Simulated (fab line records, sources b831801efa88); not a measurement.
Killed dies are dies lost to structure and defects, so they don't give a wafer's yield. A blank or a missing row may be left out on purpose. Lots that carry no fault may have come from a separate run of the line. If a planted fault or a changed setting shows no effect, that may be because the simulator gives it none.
Matching of chambers | flow sky130 | SKY_CONTACT_CMP_04 on cmp-02 has 4 sister chambers
The step polishes SiO2. 4 wafers are shown with their chamber, then 12 later ones without.

== WAFERS PAIRED WITH THEIR CHAMBERS ==
wafer  | chamber | motorCurrentA (A)
L088.3 | 0       | 13.7
L090.2 | 1       | 10.8
L090.3 | 2       | 12.3
L090.4 | 3       | 13.2

== WAFERS WHOSE CHAMBER IS MISSING ==
wafer  | motorCurrentA (A)
L091.2 | 13.2
L091.3 | 13.5
L091.5 | 10.7
L092.2 | 13.3
L092.4 | 11.5
L092.5 | 10.9
L094.1 | 13.1
L094.2 | 13.8
L094.3 | 11.8
L095.1 | 13.3
L095.5 | 11.9
L095.6 | 11.9

== CHAMBER TAKEN BY EACH ==
wafer  | from the rows above     | in truth
L091.2 | can't be placed: 3 or 0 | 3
L091.3 | can't be placed: 0 or 3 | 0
L091.5 | 1                       | 1
L092.2 | can't be placed: 3 or 0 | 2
L092.4 | can't be placed: 1 or 2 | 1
L092.5 | 1                       | 1
L094.1 | can't be placed: 3 or 0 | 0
L094.2 | can't be placed: 0 or 3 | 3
L094.3 | can't be placed: 2 or 1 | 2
L095.1 | can't be placed: 3 or 0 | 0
L095.5 | 2                       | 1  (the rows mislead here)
L095.6 | 2                       | 2
Placed correctly: 3 of 12. Unplaceable from these rows: 8, with the true chamber sitting among the candidates in 7. 1 placed wrongly.
How it was worked out, from the rows above alone: a wafer's distance from a chamber is the root of the sum, over the readings, of the square of ((its reading less the chamber's mean) divided by the reading's scatter). If the next closest chamber is less than 2 further off than the closest, the wafer can't be placed; otherwise it belongs to the closest. For every chamber, the mean is computed from those of its wafers that are shown. The scatter: root of mean squared gap, hidden wafer to nearest shown wafer, with one shown wafer a chamber.
